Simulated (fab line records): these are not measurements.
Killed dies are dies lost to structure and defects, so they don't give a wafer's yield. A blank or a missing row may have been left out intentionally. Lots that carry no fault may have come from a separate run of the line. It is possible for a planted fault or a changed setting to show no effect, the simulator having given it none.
The tool behind it: which one? | flow sky130 | at 1 step of a route of 708, 12 lots with 36 wafers sampled

== WHAT THE GAUGES SHOWED, per wafer ==
SKY_NWELL_THK_MEAS_02.
lot  | measured    | on            | NWELL_OXIDATION_THK (nm)
L075 | day 2 17:38 | film metro-01 | 10.02 9.96 9.97
L077 | day 3 07:02 | film metro-02 | 10.21 10.03 10.19
L079 | day 3 16:56 | film metro-01 | 9.78 10.05 9.90
L081 | day 4 02:55 | film metro-02 | 9.80 9.77 9.87
L083 | day 4 12:35 | film metro-04 | 9.86 9.76 9.85
L085 | day 4 22:56 | film metro-01 | 10.08 10.06 10.17
L087 | day 5 09:26 | film metro-02 | 9.64 9.66 9.74
L089 | day 5 19:06 | film metro-01 | 10.04 10.17 10.19
L091 | day 6 06:19 | film metro-01 | 9.78 9.76 9.76
L093 | day 6 17:42 | film metro-01 | 10.03 9.84 9.98
L095 | day 7 00:26 | film metro-02 | 9.99 10.06 10.28
L097 | day 7 14:02 | film metro-02 | 9.88 9.95 9.91

== EACH LOT AND THE TOOL THAT RAN IT (in order: tool; ch and the chambers of the sampled wafers; start) ==
The record holds no process step before these readings.

== THE ANSWER, worked out from the rows above alone ==
Rule: usual is defined by the lots themselves. Put in order of their means at a reading, lots are off if they are a third of the lots or fewer, leave a main group of 4 or more, and stand apart from it by a gap of 3 or more times the standard deviation of the main group's means; of several such gaps the widest counts. The tables above print the reading to a certain number of digits; a main group whose means all agree to those digits is not used. A lot without any number at a reading at which 4 lots or more have one is off too. Where the step has rows for the other lots, those lots are counted as sound.
Across all readings shown, no lot is off: no conclusion can be drawn from this.

== WHAT THE SIMULATOR HAD PUT IN ==
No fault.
